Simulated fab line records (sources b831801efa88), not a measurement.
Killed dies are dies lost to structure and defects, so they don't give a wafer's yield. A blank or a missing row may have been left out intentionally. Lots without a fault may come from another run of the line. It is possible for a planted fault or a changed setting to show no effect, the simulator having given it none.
Which tool was responsible? -- flow sky130 -- 11 lots, 31 wafers sampled, at 6 steps of a route of 708

== WHAT EACH GAUGE READ, for each wafer ==
SKY_SD_N_RS_MEAS_17: measures by four-point-probe. Usual: for SD_P_RS the level is 147.2 ohm/sq and the standard deviation is 0.41.
lot,measured,on,SD_P_RS (ohm/sq),flag
L130,day 28 22:38,filmMetro-01,147.0 147.4 146.5,
L137,day 30 23:18,filmMetro-01,147.8 148.0,
L138,day 31 10:59,filmMetro-03,147.8 147.7 147.3,
L139,day 31 14:39,filmMetro-03,147.7 147.9,
L141,day 32 05:19,filmMetro-03,147.3 147.2 147.5,
L142,day 32 14:59,filmMetro-01,146.7 146.7 146.8,
L143,day 33 05:54,filmMetro-03,147.4 146.9 147.6,
L148,day 34 12:44,filmMetro-03,147.4 147.6 147.6,
L149,day 34 16:53,filmMetro-01,147.7 147.5 147.8,
L150,day 35 02:17,filmMetro-03,147.8 147.7 147.9,
L151,day 35 09:33,filmMetro-04,146.9 147.0 146.5,

SKY_LOCAL_INTERCONNECT_RS_MEAS_01: measures by four-point-probe. Usual: for LOCAL_INTERCONNECT_TIN_RS the level is 14.20 ohm/sq and the standard deviation is 0.14.
lot,measured,on,LOCAL_INTERCONNECT_TIN_RS (ohm/sq),flag
L130,day 30 04:34,filmMetro-01,14.10 14.26 14.30,
L137,day 32 04:44,filmMetro-03,12.77 12.94,OFF
L138,day 32 16:28,filmMetro-03,12.60 14.03 13.97,OFF
L139,day 32 19:43,filmMetro-01,12.56 14.09,OFF
L141,day 33 10:19,filmMetro-01,14.06 14.13 14.20,
L142,day 33 19:34,filmMetro-01,14.11 14.03 14.17,
L143,day 34 09:24,filmMetro-02,14.37 14.25 14.26,
L148,day 35 16:59,filmMetro-01,14.00 13.94 14.03,
L149,day 35 21:49,filmMetro-01,14.13 14.17 14.16,
L150,day 36 06:35,filmMetro-03,14.31 14.16 14.13,
L151,day 36 13:40,filmMetro-02,14.22 14.21 14.11,

SKY_LOCAL_INTERCONNECT_THK_MEAS_02: measures by xrf. Usual: for LOCAL_INTERCONNECT_TIN_THK the level is 99.2 nm and the standard deviation is 1.
lot,measured,on,LOCAL_INTERCONNECT_TIN_THK (nm),flag
L130,day 30 04:40,filmMetro-01,100.1 99.0 98.6,
L137,day 32 04:52,filmMetro-03,109.5 108.5,OFF
L138,day 32 16:35,filmMetro-03,110.8 100.1 100.5,OFF
L139,day 32 19:50,filmMetro-01,110.7 99.3,OFF
L141,day 33 10:25,filmMetro-01,100.0 99.8 99.5,
L142,day 33 19:41,filmMetro-01,99.2 99.9 99.6,
L143,day 34 09:29,filmMetro-02,97.9 99.3 99.2,
L148,day 35 17:07,filmMetro-01,100.3 100.7 100.5,
L149,day 35 21:56,filmMetro-01,99.3 99.2 99.5,
L150,day 36 06:41,filmMetro-03,98.3 99.1 99.8,
L151,day 36 13:47,filmMetro-02,99.2 99.1 99.5,

SKY_LOCAL_INTERCONNECT_OVL_MEAS_12. Usual: for LOCAL_INTERCONNECT_OVL the level is -3 nm and the standard deviation is 5.6.
lot,measured,on,LOCAL_INTERCONNECT_OVL (nm),flag
L130,day 31 08:39,overlay-01,-5 1 -2,
L137,day 33 07:43,overlay-01,1 -10,
L138,day 33 18:23,overlay-01,1 -7 2,
L139,day 33 22:41,overlay-01,5 4,
L141,day 34 12:58,overlay-02,-2 1 -2,
L142,day 34 21:56,overlay-02,-16 -13 -7,
L143,day 35 11:52,overlay-01,6 2 1,
L148,day 36 19:25,overlay-02,-7 -6 -9,
L149,day 36 23:53,overlay-01,-12 -3 -4,
L150,day 37 08:39,overlay-02,3 -5 -6,
L151,day 37 15:04,overlay-02,-3 3 1,

== EACH LOT AND THE TOOL THAT RAN IT (in order: tool; ch and the chambers of the sampled wafers; start) ==
lot,SKY_LI_CONTACT_ETCH_14,SKY_LOCAL_INTERCONNECT_SPUTTER_00
L130,"rieDiel-03 ch 1,2,3, day 30 03:14","pvdSputter-01, day 30 04:28"
L137,"rieDiel-03 ch 0,3, day 32 03:29","pvdSputter-01, day 32 04:40"
L138,"rieDiel-03 ch 0,1,3, day 32 15:14","pvdSputter-01, day 32 16:25"
L139,"rieDiel-04 ch 0,2, day 32 18:29","pvdSputter-01, day 32 19:38"
L141,"rieDiel-03 ch 0,2,3, day 33 09:02","pvdSputter-03, day 33 10:13"
L142,"rieDiel-04 ch 1,2,3, day 33 18:07","pvdSputter-02, day 33 19:30"
L143,"rieDiel-04 ch 0,1,2, day 34 08:07","pvdSputter-02, day 34 09:17"
L148,"rieDiel-01 ch 1,3, day 35 15:45","pvdSputter-01, day 35 16:56"
L149,"rieDiel-03 ch 0,1,3, day 35 20:32","pvdSputter-01, day 35 21:45"
L150,"rieDiel-01 ch 0,2,3, day 36 05:20","pvdSputter-01, day 36 06:29"
L151,"rieDiel-03 ch 0,1,3, day 36 12:26","pvdSputter-01, day 36 13:35"
- SKY_LI_CONTACT_ETCH_14: etches BARC in N2/H2, stops on SiO2, time 45.9 s, target depth 60 nm.
- SKY_LOCAL_INTERCONNECT_SPUTTER_00: material TiN, target thk 100 nm, time 83.3 s.

== WHAT THE TOOLS THEMSELVES READ (means of the sampled wafers that have a number; where no wafer has one, the mark that the record gives instead) ==
SKY_LI_CONTACT_ETCH_14. Usual: chamberPressureMTorr 30.003 mTorr, standard deviation 0.026; drypumpMotorCurrentA 5.7 A, standard deviation 0.47; oesProductAu 0.854 a.u., standard deviation 0.0051; throttleValvePct 13.224 %, standard deviation 0.0081.
lot,tool,chamberPressureMTorr (mTorr),drypumpMotorCurrentA (A),oesProductAu (a.u.),throttleValvePct (%),flag
L130,rieDiel-03,29.989,6.0,0.855,13.217,
L137,rieDiel-03,29.971,6.2,0.857,13.229,
L138,rieDiel-03,30.026,6.1,0.851,13.225,
L139,rieDiel-04,30.001,5.8,0.845,13.227,
L141,rieDiel-03,29.986,6.1,0.852,13.223,
L142,rieDiel-04,30.001,5.5,0.851,13.224,
L143,rieDiel-04,30.013,5.8,0.852,13.221,
L148,rieDiel-01,29.999,5.2,0.857,13.222,
L149,rieDiel-03,30.006,6.1,0.855,13.227,
L150,rieDiel-01,29.969,5.3,0.852,13.223,
L151,rieDiel-03,30.025,6.1,0.858,13.218,

SKY_LOCAL_INTERCONNECT_SPUTTER_00. Usual: throttleValvePct 29.8 %, standard deviation 0.67.
lot,tool,throttleValvePct (%),flag
L130,pvdSputter-01,29.5,
L137,pvdSputter-01,29.5,
L138,pvdSputter-01,29.8,
L139,pvdSputter-01,29.6,
L141,pvdSputter-03,30.1,
L142,pvdSputter-02,30.3,
L143,pvdSputter-02,30.2,
L148,pvdSputter-01,29.5,
L149,pvdSputter-01,29.6,
L150,pvdSputter-01,29.8,
L151,pvdSputter-01,29.6,

== THE ANSWER, worked out from the rows above alone ==
Rule: take the mean of a lot's wafers that have a number; if it is more than 3 standard deviations from the usual mean, the lot is off. Also off: a lot with no number at a reading for which 4 or more lots have one. The other lots that the step has rows for count as sound. Order of review: gauges by route order, followed by the tools' own readings, for which a lot's mean as printed above is used. At the first step where some lot is off, the reading lying furthest off is the one used; lots without a number count as furthest.
Off: L137, L138, L139, seen at SKY_LOCAL_INTERCONNECT_RS_MEAS_01 (LOCAL_INTERCONNECT_TIN_RS).
A tool fits if, at a process step before that reading, it ran every lot that is off, and no sound lot after the first of them. Those tools and the gauges at SKY_LOCAL_INTERCONNECT_RS_MEAS_01 are tried in the same way. No candidate that was tried fits.

== WHAT THE SIMULATOR HAD INSERTED ==
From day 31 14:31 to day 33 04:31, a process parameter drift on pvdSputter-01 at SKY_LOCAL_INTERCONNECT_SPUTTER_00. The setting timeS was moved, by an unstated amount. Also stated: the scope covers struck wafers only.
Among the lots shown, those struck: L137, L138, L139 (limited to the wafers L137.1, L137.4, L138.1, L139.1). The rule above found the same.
